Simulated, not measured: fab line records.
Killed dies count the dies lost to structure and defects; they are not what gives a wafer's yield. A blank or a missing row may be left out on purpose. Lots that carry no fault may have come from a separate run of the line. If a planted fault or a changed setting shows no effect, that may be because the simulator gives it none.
Which tool is to blame?	flow gf180mcu	Sampling: 6 lots, 18 wafers, 2 of 602 route steps

WHAT THE GAUGES SHOWED, per wafer
GF_STI_THK_MEAS_04.
lot	measured	on	STI_CVD_03_THK (nm)
L697	day 2 04:35	filmMetro-02	206.2 206.3 207.0
L700	day 2 19:34	filmMetro-04	207.2 206.0 205.8
L704	day 3 15:34	filmMetro-01	204.1 202.6 202.5
L706	day 4 02:35	filmMetro-02	210.1 209.5 207.0
L715	day 5 22:34	filmMetro-02	223.8 222.6 221.5
L717	day 6 08:34	filmMetro-02	210.0 208.0 208.3

WHICH TOOL RAN EACH LOT (tool, then ch and the chambers of the sampled wafers, then the start)
lot	GF_STI_CVD_03
L697	lpcvd-02 ch 1, day 2 02:34
L700	lpcvd-01 ch 1, day 2 17:34
L704	lpcvd-01 ch 1, day 3 13:34
L706	lpcvd-02 ch 1, day 4 00:35
L715	lpcvd-01 ch 0, day 5 20:34
L717	lpcvd-02 ch 0, day 6 06:34
- GF_STI_CVD_03: deposits Si3N4 from DCS/NH3, target thk 207.16 nm, time 3551 s.

THE ANSWER, worked out from the rows above alone
Rule: the lots themselves supply what counts as usual. Put in order of their means at a reading, lots are off if they are a third of the lots or fewer, leave a main group of 4 or more, and stand apart from it by a gap of 3 or more times the standard deviation of the main group's means; of several such gaps the widest counts. A main group is skipped when, at the precision printed for the reading in the tables above, its means are all equal. Also off: a lot with no number at a reading for which 4 or more lots have one. All remaining lots with rows at the step are treated as sound.
Off: L715, seen at GF_STI_THK_MEAS_04 (STI_CVD_03_THK). The main group has a mean of 206.7 nm with a standard deviation of 2.1.
A tool fits if, at a process step before that reading, it ran every lot that is off, and no sound lot after the first of them. Those tools and the gauges at GF_STI_THK_MEAS_04 are tried in the same way. One fits: lpcvd-01 at GF_STI_CVD_03. A fault onset in the window from L704 (day 3 13:34, its last sound lot) to L715 (day 5 20:34, its first lot off) fits.

WHAT WAS PUT IN BY THE SIMULATOR
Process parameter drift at GF_STI_CVD_03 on lpcvd-01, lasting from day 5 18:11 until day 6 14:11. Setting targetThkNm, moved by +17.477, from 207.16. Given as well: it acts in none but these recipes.
Struck lots among those shown: L715. Same finding as the rule above.
